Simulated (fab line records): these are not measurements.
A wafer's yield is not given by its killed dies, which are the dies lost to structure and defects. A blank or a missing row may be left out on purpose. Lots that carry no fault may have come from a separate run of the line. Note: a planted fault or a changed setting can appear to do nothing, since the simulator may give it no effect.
Chamber matching -- flow sky130 -- SKY_VIA3_ETCH_14 on rie_diel-01 has 4 sister chambers
The step etches BARC in N2/H2, stops on SiO2, time 45.9 s, target depth 60 nm. 14 wafers are shown with their chamber, then 7 later ones without.

WAFERS, EACH WITH ITS CHAMBER
wafer,chamber,drypump_motor_current_A (A),run_length_s (s),throttle_valve_pct (%)
L979.2,1,6.2,74.7,13.228
L979.4,2,5.3,74.6,13.235
L979.6,2,5.3,74.3,13.225
L981.1,2,5.3,74.2,13.220
L981.5,3,5.4,73.9,13.200
L981.6,0,5.5,74.8,13.213
L994.1,2,5.3,74.0,13.227
L994.3,1,6.2,74.6,13.229
L994.5,2,5.3,74.2,13.230
L995.2,3,5.5,73.8,13.223
L995.3,0,5.5,74.8,13.234
L995.4,1,6.2,74.5,13.235
L996.1,2,5.3,74.4,13.219
L996.5,0,5.6,75.0,13.203

SIGNATURES, as means of the wafers listed above
reading,chamber 0,chamber 1,chamber 2,chamber 3,scatter within a chamber
drypump_motor_current_A,5.533,6.200,5.300,5.450,0.0342
run_length_s,74.867,74.600,74.283,73.850,0.161
throttle_valve_pct,13.21667,13.23067,13.22600,13.21150,0.00989
Rule: a wafer's distance from a chamber is the root of the sum, over the readings, of the square of ((its reading less the chamber's mean) divided by the reading's scatter). The wafer belongs to the nearest chamber; if the next one is less than 2 further off, it can't be placed. The scatter: take each reading less its chamber's mean, square it, sum over the shown wafers, divide by the number of wafers less the number of chambers, and take the root.

WAFERS MISSING THEIR CHAMBER
wafer,drypump_motor_current_A (A),run_length_s (s),throttle_valve_pct (%)
L996.6,6.2,74.8,13.222
L999.1,5.4,73.7,13.226
L999.5,5.5,75.0,13.222
L999.6,6.2,74.7,13.227
L101.1,5.3,74.6,13.232
L101.2,5.4,73.5,13.227
L101.3,6.2,74.8,13.227

WHICH CHAMBER EACH ONE RAN IN
wafer,from the rows above,in truth
L996.6,1,1
L999.1,3,3
L999.5,0,0
L999.6,1,1
L101.1,2,2
L101.2,3,3
L101.3,1,1
7 of 7 placed correctly. Not placeable from these rows: 0. Number placed wrongly: 0.
